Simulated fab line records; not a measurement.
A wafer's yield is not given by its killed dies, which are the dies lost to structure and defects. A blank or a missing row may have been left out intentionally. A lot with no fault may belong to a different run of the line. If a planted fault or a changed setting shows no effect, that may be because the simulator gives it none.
2 desks, one fault || flow sky130 || each desk has only its own numbers; what lay behind them comes last

METROLOGY DESK
What the gauges read for every lot (on any tool): the sampled wafers with a number, averaged. Any lot whose mean is over 4 standard deviations away from the usual mean is out of limits and marked OUT; that distance is given in the brackets.
Columns: A = CAP2M_OVL at SKY_CAP2M_OVL_MEAS_12, usual 0.2 nm; B = VIA4_HDPCVD_THK at SKY_VIA4_THK_MEAS_01, usual 1748 nm
{"lot": "L928", "first seen here": "day 40 23:25", "A": 1.8, "B": 1766}
{"lot": "L930", "first seen here": "day 41 18:55", "A": -0.4, "B": 1709}
{"lot": "L931", "first seen here": "day 42 04:24", "A": -0.1, "B": 1768}
{"lot": "L935", "first seen here": "day 43 07:09", "A": -0.7, "B": 1752}
{"lot": "L936", "first seen here": "day 43 19:18", "A": 0.1, "B": 1724}
{"lot": "L938", "first seen here": "day 44 07:07", "A": -0.9, "B": 1729}
{"lot": "L939", "first seen here": "day 44 23:37", "A": -0.4, "B": 1742}
{"lot": "L941", "first seen here": "day 45 01:58", "A": -1.7, "B": 1734}
{"lot": "L947", "first seen here": "day 46 04:27", "A": -0.4, "B": 1810}
{"lot": "L949", "first seen here": "day 46 18:41", "A": -0.8, "B": 1823}
{"lot": "L950", "first seen here": "day 46 22:55", "A": 1.6, "B": 1768}
This desk's verdict: no lot among the 11 shows anything out of limits.

FOR THE TOOL OWNER'S DESK: hdpcvd-02
The tool's own readings at SKY_VIA4_HDPCVD_00 (deposits SiO2, target thk 1750 nm, time 291.7 s): means of the sampled wafers that have a number, for each lot that ran on this tool. Any lot whose mean is over 4 standard deviations away from the usual mean is out of limits and marked OUT; that distance is given in the brackets.
Columns: A = run length s at SKY_VIA4_HDPCVD_00, usual 319.3 s
{"lot": "L928", "first seen here": "day 42 01:12", "A": 319.2}
{"lot": "L931", "first seen here": "day 43 04:59", "A": 319.4}
{"lot": "L935", "first seen here": "day 44 07:35", "A": 319.3}
{"lot": "L947", "first seen here": "day 47 02:47", "A": "326.7 (+14) OUT"}
{"lot": "L949", "first seen here": "day 47 15:56", "A": "333.5 (+28) OUT"}
This desk's finding: out of limits on L947, L949; first on L947, day 47 02:47 (run length s at SKY_VIA4_HDPCVD_00). L928, L931, L935: within limits.

PUT TOGETHER
The tool owner's desk had the chance to raise an alarm at day 47 02:47 on L947, L949.
Nothing out of limits was seen by the metrology desk.
The metrology desk holds a record of L947, L949, inside its limits.
The lots listed all ran SKY_VIA4_HDPCVD_00 on hdpcvd-02.

WHAT THE SIMULATOR HAD PUT IN
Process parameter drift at SKY_VIA4_HDPCVD_00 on hdpcvd-02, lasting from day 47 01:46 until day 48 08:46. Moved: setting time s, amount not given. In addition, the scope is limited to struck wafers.
Struck lots among those shown: L947, L949.
Hours from the fault's start to each desk's first reading out of limits: the tool owner's desk, 1.
